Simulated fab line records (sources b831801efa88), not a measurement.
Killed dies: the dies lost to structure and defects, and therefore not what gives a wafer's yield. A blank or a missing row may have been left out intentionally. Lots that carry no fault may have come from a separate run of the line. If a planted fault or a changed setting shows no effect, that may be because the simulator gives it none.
A struck lot beside a sound one || flow sky130 || 25 steps out of a route of 708
Sound: these wafers, L849.2, L849.3, L849.6. Struck: wafers L845.1, L845.4, L845.6. Last of all comes the cause.
Per side, at each step with rows, come the tool, then ch with its chambers, and then its first start. Under that, the readings that differ: sound wafers || struck wafers || difference of the means || sigmas: that difference in standard deviations of wafers without a fault.
alike: readings with means less than 2 such deviations apart, plus words and numbers identical on both sides. not compared: withheld readings, readings lacking a value on some wafer, bounds such as >300 that could conceal the same value, and numbers that have no deviation in the record and whose values overlap.
The two part at a step that has a row with sigmas, a row that says differs or no value, or rows on one side only. When numbers do not overlap yet have no deviation, they are printed without sigmas and do not part them. A reading that every wafer of one side lacks parts them only if that side has two wafers or more.

SKY_POLY_CUT_ETCH_11: etches Si3N4 in CF4/CH2F2/Ar, stops on poly-Si, time 42.5 s, target depth 60 nm.
  sound on rie_diel-02 ch 0,2,3, day 30 19:17; struck on rie_diel-04 ch 1,2,3, day 29 12:52
  alike: drypump_motor_current_A, oes_product_au, throttle_valve_pct
  not compared: rf_hours_counter_h
SKY_POLY_CUT_STRIP_12: strips in O2/N2.
  sound on plasma_asher-03 ch 0,1, day 30 19:19; struck on plasma_asher-02 ch 0,1, day 29 12:55
  alike: chamber_pressure_mTorr, drypump_motor_current_A, oes_product_au, strip_time_to_endpoint_s
  not compared: rf_hours_counter_h
then, 7 steps without rows for these wafers: SKY_SD_P_DEHYDRATE_00 (time 60 s); SKY_SD_P_HMDS_01 (prime time 60 s); SKY_SD_P_COAT_02 (resist thk 1140 nm); SKY_SD_P_SOFTBAKE_03 (time 60 s); SKY_SD_P_EXPOSE_04 (exposes mask PSDM, target cd 380 nm); SKY_SD_P_PEB_05; SKY_SD_P_DEVELOP_06 (develop time 60 s).
SKY_SD_P_CD_MEAS_07 targets a cd of 380 nm.
  sound: cd_sem-02 at day 31 22:32; struck: cd_sem-01 at day 30 16:40
  alike: cd_nm
SKY_SD_P_OVL_MEAS_08:
  sound: overlay-01 at day 31 22:38; struck: overlay-02 at day 30 16:47
  alike: SD_P_OVL
after that, 1 step had no rows for these wafers: SKY_SD_P_IMPLANT_09.
SKY_SD_P_STRIP_10: strips in O2/N2.
  sound on plasma_asher-01 ch 0,1, day 31 22:49; struck on plasma_asher-04 ch 1, day 30 16:58
  no value came back on the struck wafers for any of 5 readings (chamber_pressure_mTorr (mTorr), drypump_motor_current_A (A) and others); on the sound wafers chamber_pressure_mTorr (mTorr) reads 1499.9 1500.5 1501.0
{"reading": "model.NOVOLAK_of_SD_P_COAT_02.thk_nm (nm)", "sound": "0 0 0", "struck": "1137 1137 1138", "difference": "+1137", "sigmas": ""}
  not compared: rf_hours_counter_h
SKY_SD_P_TW_MEAS_11:
  sound: film_metro-03 at day 31 22:56; struck: film_metro-01 at day 30 17:04
  alike: SD_P_TW
then, 8 steps without rows for these wafers: SKY_RES_XHIGH_DEHYDRATE_00 (time 60 s); SKY_RES_XHIGH_HMDS_01 (prime time 60 s); SKY_RES_XHIGH_COAT_02 (resist thk 1140 nm); SKY_RES_XHIGH_SOFTBAKE_03 (time 60 s); SKY_RES_XHIGH_EXPOSE_04 (exposes mask URPM, target cd 1270 nm); SKY_RES_XHIGH_PEB_05; SKY_RES_XHIGH_DEVELOP_06 (develop time 60 s); SKY_RES_XHIGH_IMPLANT_07.
SKY_RES_XHIGH_STRIP_08: strips in O2/N2.
  sound on plasma_asher-02 ch 0,1, day 33 01:43; struck on plasma_asher-04 ch 0,1, day 31 19:52
{"reading": "strip_time_to_endpoint_s (s)", "sound": "14.31 14.29 14.28", "struck": "31.36 31.31 31.34", "difference": "+17.04", "sigmas": "+99 or more"}
  alike: chamber_pressure_mTorr, drypump_motor_current_A, oes_product_au
  not compared: rf_hours_counter_h
SKY_RES_XHIGH_TW_MEAS_09:
  sound: film_metro-01 at day 33 01:50; struck: film_metro-01 at day 31 20:16
{"reading": "RES_XHIGH_TW", "sound": "1650 1650 1658", "struck": "30 30 30", "difference": -1623, "sigmas": "-99 or more"}
  not compared: hold
SKY_PAD_OPEN_PROBE_99:
  sound wafers here have rows in the record (prober-02, day 50 07:10); struck ones have none

== WHERE THEY PART ==
Last at SKY_PAD_OPEN_PROBE_99 as far as this record goes, first at SKY_SD_P_STRIP_10.

WHY: whatever the simulator had introduced
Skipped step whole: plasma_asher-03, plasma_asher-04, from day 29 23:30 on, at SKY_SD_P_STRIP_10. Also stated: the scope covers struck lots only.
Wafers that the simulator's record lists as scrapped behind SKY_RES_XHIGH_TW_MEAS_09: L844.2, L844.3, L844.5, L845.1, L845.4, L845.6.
